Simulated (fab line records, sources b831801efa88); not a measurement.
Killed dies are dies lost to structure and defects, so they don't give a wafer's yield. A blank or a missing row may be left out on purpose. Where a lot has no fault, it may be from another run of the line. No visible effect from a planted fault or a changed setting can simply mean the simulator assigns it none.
Matching of chambers    flow gf180mcu    hdpcvd-02 running GF_CONTACT_CVD_00: 3 sister chambers
The step deposits SiO2, target thk 300 nm, time 50 s. 6 wafers are shown with their chamber, then 7 later ones without.

== WAFERS PAIRED WITH THEIR CHAMBERS ==
wafer   chamber  runLengthS (s)  pressureMtorr (mTorr)
L563.4  1        78.4            6.013
L563.5  0        78.3            5.982
L573.4  2        77.5            5.989
L573.6  0        77.7            5.992
L574.1  1        78.6            6.009
L574.2  2        78.1            5.980

== WAFERS WITHOUT THEIR CHAMBER ==
wafer   runLengthS (s)  pressureMtorr (mTorr)
L574.6  78.7            6.008
L577.3  77.4            6.013
L577.5  78.2            5.992
L577.6  77.8            6.015
L582.1  78.0            6.016
L582.4  77.9            6.036
L582.6  77.9            5.996

== CHAMBER TAKEN BY EACH ==
wafer    from the rows above            in truth
L574.6   1                              1
L577.3   can't be placed: 1 or 0 or 2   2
L577.5   can't be placed: 0 or 2        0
L577.6   1                              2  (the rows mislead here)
L582.1   1                              1
L582.4   1                              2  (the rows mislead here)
L582.6   can't be placed: 0 or 2 or 1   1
Correctly placed: 2 of 7. Can't be placed from these rows: 3 (the true chamber is among the candidates in 3). Placed wrongly: 2.
How it was worked out, from the rows above alone: a wafer's distance from a chamber is the root of the sum, over the readings, of the square of ((its reading less the chamber's mean) divided by the reading's scatter). If the next closest chamber is less than 2 further off than the closest, the wafer can't be placed; otherwise it belongs to the closest. The mean given for a chamber averages the wafers shown for that chamber. The scatter is the square root of a quotient: the sum, over the shown wafers, of each reading's squared deviation from its chamber's mean, divided by wafers minus chambers.
